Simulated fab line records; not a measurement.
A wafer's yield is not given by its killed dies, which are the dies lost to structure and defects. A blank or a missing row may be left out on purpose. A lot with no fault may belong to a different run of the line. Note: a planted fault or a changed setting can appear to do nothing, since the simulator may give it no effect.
A struck lot beside a sound one    flow gf180mcu    14 out of 602 route steps
Sound: wafers L882.1, L882.3, L882.4. The struck wafers were L890.2, L890.5, L890.6. At the end, the cause is stated.
At each step with rows: each side's tool, then ch and its chambers, then its first start. Under that, the readings that differ: sound wafers    struck wafers    difference of the means    sigmas: that difference in standard deviations of wafers without a fault.
alike: same words and numbers on both sides, and readings whose means sit less than 2 such deviations apart. not compared: any withheld reading, any reading some wafer has no value for, any bound like >300 that may hide the same value, and any number with overlapping values for which the record gives no deviation.
Wherever a step has rows on one side only, a row that says differs or no value, or a row with sigmas, the two part there. When numbers do not overlap yet have no deviation, they are printed without sigmas and do not part them. Lack of a reading on every wafer of one side parts them only where that side has two or more wafers.

first, 4 steps without rows for these wafers: GF_V1_SOFTBAKE_10 (time 60 s); GF_V1_EXPOSE_11 (exposes mask Via1, target cd 260 nm); GF_V1_PEB_12 (peb time 90 s); GF_V1_DEVELOP_13 (develop time 60 s).
GF_V1_CD_MEAS_14 targets a cd of 260 nm.
  sound on cd_sem-02 at day 19 08:06; struck on cd_sem-02 at day 22 05:13
  alike: cd_nm
GF_V1_OVL_MEAS_15:
  sound on overlay-02 at day 19 08:13; struck on overlay-02 at day 22 05:20
  alike: V1_OVL
GF_V1_ETCH_16: etches BARC in N2/H2.
  sound on rie_diel-04 ch 1,3, day 19 08:16; struck on rie_diel-02 ch 2,3, day 22 05:22
  alike: bias_w, drypump_motor_current_A, oes_product_au, throttle_valve_pct
GF_V1_ETCH_17: etches SiO2 in C4F8/O2/Ar, stops on TiN, target depth 630 nm.
  sound: rie_diel-04 ch 1,3; struck: rie_diel-02 ch 2,3
  alike: bias_w, oes_product_au
GF_V1_STRIP_18: strips in O2/N2.
  sound on plasma_asher-04 ch 0,1, day 19 08:23; struck on plasma_asher-01 ch 0,1, day 22 05:29
  alike: drypump_motor_current_A, heater_power_w, oes_product_au
  not compared: rf_hours_counter_h
then, 2 steps without rows for these wafers: GF_V1_STRIP_19 (strips in post etch residue remover, time 1200 s); GF_V1_CLEAN_20 (cleans in DIW).
GF_V1_SPUTTER_21: material Ti, target thk 15 nm, time 80.02 s.
  sound on pvd_sputter-01 at day 19 08:57; struck on pvd_sputter-04 at day 22 06:01
  alike: cathode_dc_power_W, chamber_pressure_pa, throttle_valve_pct
GF_V1_SPUTTER_22: material TiN, target thk 10 nm, time 40 s.
  sound on pvd_sputter-01 at day 19 09:01; struck on pvd_sputter-04 at day 22 06:05
  no value came back on the struck wafers for cathode_dc_power_W (W), chamber_pressure_pa (Pa), throttle_valve_pct (%); on the sound wafers cathode_dc_power_W (W) reads 4001.3 3999.5 4000.7
GF_V1_CVD_23: deposits W, target thk 350 nm, time 105.05 s.
  sound on cvd_w-02 ch 0,1, day 19 09:03; struck on cvd_w-01 ch 0,1, day 22 06:07
  alike: heater_power_w

WHERE THEY PART
Within this record, at GF_V1_SPUTTER_22 only. Later steps at which nothing parts them and some readings are alike: GF_V1_CVD_23.

WHY: the cause the simulator had injected
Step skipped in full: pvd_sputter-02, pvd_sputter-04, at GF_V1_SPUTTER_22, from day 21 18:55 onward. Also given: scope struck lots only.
